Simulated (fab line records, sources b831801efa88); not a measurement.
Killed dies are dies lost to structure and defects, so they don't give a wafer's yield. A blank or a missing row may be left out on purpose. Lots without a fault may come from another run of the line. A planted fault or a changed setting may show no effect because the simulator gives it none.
Split-lot experiment | flow sfq_line | 5 lots, 27 wafers read, on a route of 325 steps

THE SPLIT
At SFQ_TRILAYER_I3_DEP_PECVD_081 (deposits SiO2 from SiH4/N2O, time 111.11 s, target thk 500 nm), the setting time_s was moved away from the recipe's 111.11 s on 9 of the 27 wafers read, by -35.5% to +58.9%. The other wafers ran this setting at the recipe's value.

The reading is taken at the split's own step.

THE READING
SiO2_of_TRILAYER_I3_DEP_PECVD_081.thk_nm (the simulator's own value, which no gauge read), in nm, at SFQ_TRILAYER_I3_DEP_PECVD_081 (deposits SiO2 from SiH4/N2O, time 111.11 s, target thk 500 nm). The file gives no usual value for it. The 18 wafers here that ran the recipe average 499.9 nm, standard deviation 6.3 nm.

wafer  | tool, chamber at the split | time_s as run, s | against the recipe | SiO2_of_TRILAYER_I3_DEP_PECVD_081.thk_nm, nm | against lot-mates on the recipe
L074.1 | pecvd-02, 0                | 71.65            | -35.5%             | 319.2                                        | -187.4
L074.2 | pecvd-02, 2                | 71.65            | -35.5%             | 327.3                                        | -179.3
L074.3 | pecvd-02, 1                | 71.65            | -35.5%             | 309.9                                        | -196.7
L074.4 | pecvd-02, 1                | 111.11           | recipe             | 499.7                                        | -
L074.5 | pecvd-02, 2                | 111.11           | recipe             | 512.8                                        | -
L074.6 | pecvd-02, 0                | 111.11           | recipe             | 507.2                                        | -
L076.1 | pecvd-02, 0                | 111.11           | recipe             | 501.2                                        | -
L076.2 | pecvd-02, 1                | 111.11           | recipe             | 484.9                                        | -
L076.3 | pecvd-02, 1                | 111.11           | recipe             | 501.5                                        | -
L076.4 | pecvd-02, 0                | 111.11           | recipe             | 506.2                                        | -
L076.5 | pecvd-02, 0                | 111.11           | recipe             | 507                                          | -
L076.6 | pecvd-02, 1                | 111.11           | recipe             | 496.8                                        | -
L079.1 | pecvd-03, 2                | 176.5            | +58.9%             | 782.6                                        | +286.0
L079.2 | pecvd-03, 0                | 111.11           | recipe             | 491.9                                        | -
L079.3 | pecvd-03, 1                | 176.5            | +58.9%             | 787.8                                        | +291.2
L079.4 | pecvd-03, 2                | 176.5            | +58.9%             | 802.7                                        | +306.1
L079.5 | pecvd-03, 0                | 111.11           | recipe             | 496.6                                        | -
L079.6 | pecvd-03, 1                | 111.11           | recipe             | 501.4                                        | -
L080.1 | pecvd-04, 2                | 111.11           | recipe             | 499.9                                        | -
L080.2 | pecvd-04, 0                | 111.11           | recipe             | 495.8                                        | -
L080.3 | pecvd-04, 1                | 111.11           | recipe             | 492.9                                        | -
L080.4 | pecvd-04, 2                | 129.9            | +16.9%             | 597                                          | +100.8
L080.5 | pecvd-04, 1                | 129.9            | +16.9%             | 587.4                                        | +91.2
L080.6 | pecvd-04, 0                | 129.9            | +16.9%             | 586.9                                        | +90.7
L084.1 | pecvd-03, 2                | 111.11           | recipe             | 500.2                                        | -
L084.4 | pecvd-03, 0                | 111.11           | recipe             | 498.3                                        | -
L084.5 | pecvd-03, 2                | 111.11           | recipe             | 503.7                                        | -

THE FIT
A straight line over all 27 wafers: SiO2_of_TRILAYER_I3_DEP_PECVD_081.thk_nm changes by +5.01 nm for each +1% of time_s; r = +1.00; the points scatter about the line by 7.3 nm.
The same after taking each lot's own level away (the mean of its wafers on the recipe; 27 wafers): +5.11 nm for each +1%; r = +1.00; scatter 7.3 nm.
On that fit, the largest move of time_s shifts the reading by 3e+02 nm.
The lots' own levels span 496.20 to 506.57 nm, that is 1.7 times the standard deviation above.
So the lot-to-lot level changes the slope little: the two slopes agree.
Check: with one of the wafers moved furthest among these (+58.9%) left out of the fit, the line predicts +305 nm for it against its lot-mates. It came out at +286 nm against them.

THE WHOLE CHAIN: every reading that the file lists as answering this split, in the file's order
step                          | what it does                                                  | reading                                                                                   | change (the file's fit)              | r (the file's)
SFQ_TRILAYER_I3_DEP_PECVD_081 | deposits SiO2 from SiH4/N2O, time 111.11 s, target thk 500 nm | SiO2_of_TRILAYER_I3_DEP_PECVD_081.thk_nm (the simulator's own value, which no gauge read) | +5.11 nm for each +1% of the setting | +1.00
SFQ_TRILAYER_I3_CMP_CMP_082   | polishes SiO2                                                 | time_to_endpoint_s                                                                        | withheld for each +1% of the setting | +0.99

THE FILE'S OWN FIT
SiO2_of_TRILAYER_I3_DEP_PECVD_081.thk_nm changes by +5.11 nm for each +1% of time_s, r = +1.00.
